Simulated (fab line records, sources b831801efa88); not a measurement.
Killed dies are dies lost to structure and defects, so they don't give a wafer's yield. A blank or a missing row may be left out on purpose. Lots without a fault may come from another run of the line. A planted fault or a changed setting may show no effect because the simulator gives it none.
Which tool did it? | flow gf180mcu | 13 lots, 39 wafers sampled, at 2 steps of a route of 602

WHAT THE GAUGES READ, wafer by wafer
GF_V3_OVL_MEAS_15.
lot  | measured     | on         | V3_OVL (nm)
L500 | day 22 08:09 | overlay-01 | 15 -1 10
L501 | day 22 11:42 | overlay-02 | -1 1 6
L507 | day 24 23:14 | overlay-02 | -4 2 8
L509 | day 25 11:46 | overlay-02 | -5 -2 -3
L513 | day 26 23:46 | overlay-01 | -3 -3 1
L514 | day 27 04:19 | overlay-02 | 0 0 -4
L515 | day 28 00:16 | overlay-02 | 6 -2 -4
L517 | day 28 04:31 | overlay-02 | 7 1 5
L518 | day 28 05:25 | overlay-02 | 2 -2 8
L520 | day 28 20:31 | overlay-02 | 3 0 3
L522 | day 29 11:37 | overlay-02 | -7 -15 0
L521 | day 29 11:49 | overlay-01 | 6 1 -1
L523 | day 29 21:16 | overlay-02 | 11 10 5

WHICH TOOL RAN EACH LOT (tool, then ch and the chambers of the sampled wafers, then the start)
lot  | GF_V3_CVD_02
L500 | pecvd-01 ch 0,1, day 21 08:26
L501 | pecvd-02 ch 0,1,2, day 21 12:14
L507 | pecvd-02 ch 0,1, day 24 00:44
L509 | pecvd-01 ch 0,1,2, day 24 13:56
L513 | pecvd-03 ch 0,1, day 26 02:50
L514 | pecvd-01 ch 1,2, day 26 06:43
L515 | pecvd-03 ch 1,2, day 27 03:37
L517 | pecvd-01 ch 0,2, day 27 07:56
L518 | pecvd-03 ch 0,2, day 27 08:53
L520 | pecvd-02 ch 0,1,2, day 28 00:05
L522 | pecvd-02 ch 0,1,2, day 28 15:38
L521 | pecvd-01 ch 0,1,2, day 28 15:58
L523 | pecvd-03 ch 1,2, day 29 02:10
- GF_V3_CVD_02: deposits SiO2 from TEOS, target thk 850 nm, time 94.851 s.

WHAT THE TOOLS THEMSELVES READ (means of the sampled wafers that have a number; where no wafer has one, the mark that the record gives instead)
GF_V3_CVD_02.
lot  | tool     | heater_power_w (W)
L500 | pecvd-01 | 641
L501 | pecvd-02 | 733
L507 | pecvd-02 | 607
L509 | pecvd-01 | 630
L513 | pecvd-03 | 827
L514 | pecvd-01 | 614
L515 | pecvd-03 | 624
L517 | pecvd-01 | 690
L518 | pecvd-03 | 764
L520 | pecvd-02 | 676
L522 | pecvd-02 | 736
L521 | pecvd-01 | 672
L523 | pecvd-03 | 586

THE ANSWER, worked out from the rows above alone
Rule: what is usual is taken from the lots themselves. Put in order of their means at a reading, lots are off if they are a third of the lots or fewer, leave a main group of 4 or more, and stand apart from it by a gap of 3 or more times the standard deviation of the main group's means; of several such gaps the widest counts. A main group whose means are all the same, to the digits that the tables above print for the reading, isn't used. A lot without any number at a reading at which 4 lots or more have one is off too. The other lots that the step has rows for count as sound. The gauges are gone through in route order, then the tools' own readings, and for those a lot's mean is taken as printed above. The first step at which some lot is off is used, and at that step the reading that is off furthest; a lot without a number counts as furthest.
No lot is off at any reading shown: from this, nothing can be told.

WHAT THE SIMULATOR HAD PUT IN
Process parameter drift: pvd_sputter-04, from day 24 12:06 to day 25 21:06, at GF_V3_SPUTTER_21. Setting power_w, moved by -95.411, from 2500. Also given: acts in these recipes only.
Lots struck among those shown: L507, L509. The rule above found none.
